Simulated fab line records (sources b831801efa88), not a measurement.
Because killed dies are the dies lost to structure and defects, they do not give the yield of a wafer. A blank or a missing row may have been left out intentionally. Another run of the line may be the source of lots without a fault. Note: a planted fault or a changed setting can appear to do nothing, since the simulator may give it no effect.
The tool behind it: which one? :: flow sfq line :: 21 wafers from 7 lots sampled at 4 of the route's 325 steps

== WHAT EACH GAUGE READ, for each wafer ==
SFQ_M3_RS_MEAS_919: uses a four-point probe to measure.
lot: L421
measured: day 26 20:35
on: film metro-02
M3_NB_RS (ohm/sq): 0.888 0.887 0.870

lot: L423
measured: day 27 21:20
on: film metro-02
M3_NB_RS (ohm/sq): 0.899 0.897 0.881

lot: L426
measured: day 35 12:43
on: film metro-01
M3_NB_RS (ohm/sq): 0.886 0.877 0.898

lot: L428
measured: day 36 19:10
on: film metro-01
M3_NB_RS (ohm/sq): 0.891 0.885 0.897

lot: L431
measured: day 37 19:44
on: film metro-03
M3_NB_RS (ohm/sq): 0.889 0.883 0.878

lot: L435
measured: day 39 03:17
on: film metro-01
M3_NB_RS (ohm/sq): 0.888 0.905 0.903

lot: L442
measured: day 41 10:00
on: film metro-01
M3_NB_RS (ohm/sq): 0.890 0.889 0.879

== WHAT TOOL EACH LOT RAN ON (gives the tool, then ch and the chambers of the sampled wafers, and finally the start) ==
lot: L421
SFQ_TRILAYER_I1_VIA_BARC_OPEN_VIA_ETCH_071: rie diel-01 ch 1,2, day 20 02:13
SFQ_TRILAYER_I2_VIA_LITHO_COAT_072: litho track-03 ch 0, day 20 11:08
SFQ_TRILAYER_I2_VIA_BARC_OPEN_VIA_ETCH_096: rie diel-01 ch 0,2,3, day 26 19:31

lot: L423
SFQ_TRILAYER_I1_VIA_BARC_OPEN_VIA_ETCH_071: rie diel-01 ch 0,2,3, day 21 03:33
SFQ_TRILAYER_I2_VIA_LITHO_COAT_072: litho track-03 ch 0, day 27 17:44
SFQ_TRILAYER_I2_VIA_BARC_OPEN_VIA_ETCH_096: rie diel-01 ch 1,2,3, day 27 20:05

lot: L426
SFQ_TRILAYER_I1_VIA_BARC_OPEN_VIA_ETCH_071: rie diel-01 ch 1,2,3, day 22 19:09
SFQ_TRILAYER_I2_VIA_LITHO_COAT_072: litho track-03 ch 0, day 29 07:10
SFQ_TRILAYER_I2_VIA_BARC_OPEN_VIA_ETCH_096: rie diel-02 ch 0,2,3, day 35 11:37

lot: L428
SFQ_TRILAYER_I1_VIA_BARC_OPEN_VIA_ETCH_071: rie diel-04 ch 0,1,2, day 23 21:33
SFQ_TRILAYER_I2_VIA_LITHO_COAT_072: litho track-01 ch 0, day 30 18:41
SFQ_TRILAYER_I2_VIA_BARC_OPEN_VIA_ETCH_096: rie diel-03 ch 0,2,3, day 36 18:07

lot: L431
SFQ_TRILAYER_I1_VIA_BARC_OPEN_VIA_ETCH_071: rie diel-03 ch 0,2,3, day 25 01:30
SFQ_TRILAYER_I2_VIA_LITHO_COAT_072: litho track-01 ch 0, day 32 03:29
SFQ_TRILAYER_I2_VIA_BARC_OPEN_VIA_ETCH_096: rie diel-03 ch 0,2,3, day 37 18:38

lot: L435
SFQ_TRILAYER_I1_VIA_BARC_OPEN_VIA_ETCH_071: rie diel-03 ch 0,2, day 26 06:37
SFQ_TRILAYER_I2_VIA_LITHO_COAT_072: litho track-03 ch 0, day 33 19:23
SFQ_TRILAYER_I2_VIA_BARC_OPEN_VIA_ETCH_096: rie diel-02 ch 0,1, day 39 02:14

lot: L442
SFQ_TRILAYER_I1_VIA_BARC_OPEN_VIA_ETCH_071: rie diel-03 ch 1,2, day 27 15:17
SFQ_TRILAYER_I2_VIA_LITHO_COAT_072: litho track-02 ch 0, day 35 23:02
SFQ_TRILAYER_I2_VIA_BARC_OPEN_VIA_ETCH_096: rie diel-02 ch 0,2, day 41 08:57
- SFQ_TRILAYER_I1_VIA_BARC_OPEN_VIA_ETCH_071: etches BARC in O2, target depth 125 nm, time 41.7 s.
- SFQ_TRILAYER_I2_VIA_LITHO_COAT_072: resist thk 62 nm.
- SFQ_TRILAYER_I2_VIA_BARC_OPEN_VIA_ETCH_096: etches BARC in O2, target depth 125 nm, time 41.7 s.

== THE ANSWER, worked out from the rows above alone ==
Rule: usual is defined by the lots themselves. Put in order of their means at a reading, lots are off if they are a third of the lots or fewer, leave a main group of 4 or more, and stand apart from it by a gap of 3 or more times the standard deviation of the main group's means; of several such gaps the widest counts. A main group is skipped when, at the precision printed for the reading in the tables above, its means are all equal. Also off: a lot with no number at a reading for which 4 or more lots have one. Where the step has rows for the other lots, those lots are counted as sound.
No lot is off on any of the readings shown, so nothing can be concluded from this.

== WHAT THE SIMULATOR PUT IN ==
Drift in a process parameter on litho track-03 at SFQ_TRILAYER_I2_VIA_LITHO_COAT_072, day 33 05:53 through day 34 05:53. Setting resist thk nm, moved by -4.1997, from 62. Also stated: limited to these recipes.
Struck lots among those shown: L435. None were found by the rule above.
